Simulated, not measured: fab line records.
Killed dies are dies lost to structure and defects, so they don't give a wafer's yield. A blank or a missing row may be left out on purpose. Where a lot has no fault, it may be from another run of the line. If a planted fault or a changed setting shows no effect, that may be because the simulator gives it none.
One fault through the eyes of 2 desks || flow sfqLine || every desk sees just its own numbers, and what lay behind them comes last

## AT THE METROLOGY DESK
Lot by lot, what the gauges showed, no matter which tool ran the lot: averages of those sampled wafers that carry a number. A lot is out of limits, marked OUT, if its mean lies more than 4 standard deviations from the usual mean; the brackets give that distance.
Columns: A = I2_BOW at SFQ_I2_BOW_MEAS_917, usual 3 um
{"lot": "L446", "first seen here": "day 24 14:13", "A": 7}
{"lot": "L447", "first seen here": "day 25 03:06", "A": 5}
{"lot": "L448", "first seen here": "day 27 12:35", "A": -3}
{"lot": "L449", "first seen here": "day 27 15:35", "A": 10}
{"lot": "L454", "first seen here": "day 34 06:29", "A": -1}
{"lot": "L455", "first seen here": "day 34 14:10", "A": 5}
{"lot": "L456", "first seen here": "day 35 02:54", "A": -4}
{"lot": "L461", "first seen here": "day 36 15:13", "A": -2}
{"lot": "L462", "first seen here": "day 37 06:12", "A": 4}
{"lot": "L463", "first seen here": "day 37 14:31", "A": -5}
{"lot": "L464", "first seen here": "day 37 21:43", "A": 6}
{"lot": "L466", "first seen here": "day 38 12:44", "A": 7}
{"lot": "L467", "first seen here": "day 39 00:43", "A": 1}
{"lot": "L468", "first seen here": "day 39 14:05", "A": -3}
Finding of this desk: none of the 14 lots has anything out of limits.

## THE TOOL OWNER'S DESK: pecvd-03
The tool's own readings at SFQ_TRILAYER_A5B_DEP_PECVD_129 (deposits SiO2 from SiH4/N2O, time 133.33 s, target thk 600 nm): means of the sampled wafers that have a number, for each lot that ran on this tool. A lot is out of limits, marked OUT, if its mean lies more than 4 standard deviations from the usual mean; the brackets give that distance.
Columns: A = chamberPressureTorr at SFQ_TRILAYER_A5B_DEP_PECVD_129, usual 2.399 Torr; B = heaterPowerW at SFQ_TRILAYER_A5B_DEP_PECVD_129, usual 86 W; C = rfFwdPowerW at SFQ_TRILAYER_A5B_DEP_PECVD_129, usual 182.5 W; D = showerheadVppV at SFQ_TRILAYER_A5B_DEP_PECVD_129, usual 844 V; E = susceptorTempC at SFQ_TRILAYER_A5B_DEP_PECVD_129, usual 150.00 C; F = throttleValvePct at SFQ_TRILAYER_A5B_DEP_PECVD_129, usual 24.9 %
{"lot": "L446", "first seen here": "day 49 13:26", "A": 2.399, "B": 85, "C": 181.8, "D": 853, "E": 149.95, "F": 25.6}
{"lot": "L454", "first seen here": "day 53 03:39", "A": 2.402, "B": 44, "C": "255.3 (+99 or more) OUT", "D": "1042 (+4.4) OUT", "E": 150.05, "F": 26.9}
{"lot": "L455", "first seen here": "day 53 15:02", "A": 2.397, "B": 74, "C": "255.9 (+99 or more) OUT", "D": 988, "E": 150.03, "F": 24.5}
{"lot": "L463", "first seen here": "day 57 20:30", "A": 2.396, "B": 81, "C": 182.4, "D": 861, "E": 150.09, "F": 25.5}
{"lot": "L464", "first seen here": "day 58 04:37", "A": 2.398, "B": 69, "C": 182.6, "D": 890, "E": 149.87, "F": 26.7}
{"lot": "L466", "first seen here": "day 64 03:53", "A": 2.397, "B": 117, "C": 183.4, "D": 782, "E": 149.93, "F": 24.1}
{"lot": "L468", "first seen here": "day 64 14:41", "A": 2.396, "B": 87, "C": 182.8, "D": 842, "E": 149.98, "F": 26.7}
Finding of this desk: L454, L455 out of limits; the first was L454 at day 53 03:39, on rfFwdPowerW at SFQ_TRILAYER_A5B_DEP_PECVD_129. L446, L463, L464, L466, L468 stayed within limits.

## BROUGHT TOGETHER
The tool owner's desk could have raised an alarm at day 53 03:39, on L454, L455.
The metrology desk saw nothing out of limits.
The metrology desk holds a record of L454, L455, inside its limits.
SFQ_TRILAYER_A5B_DEP_PECVD_129 was run on pecvd-03 by each of the lots named.

## WHAT THE SIMULATOR PUT IN
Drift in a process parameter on pecvd-03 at SFQ_TRILAYER_A5B_DEP_PECVD_129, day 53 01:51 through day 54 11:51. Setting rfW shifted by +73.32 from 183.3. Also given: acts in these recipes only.
Lots struck among those shown: L454, L455.
Delay in hours, fault start to first out-of-limits reading, by desk: the tool owner's desk at 2.
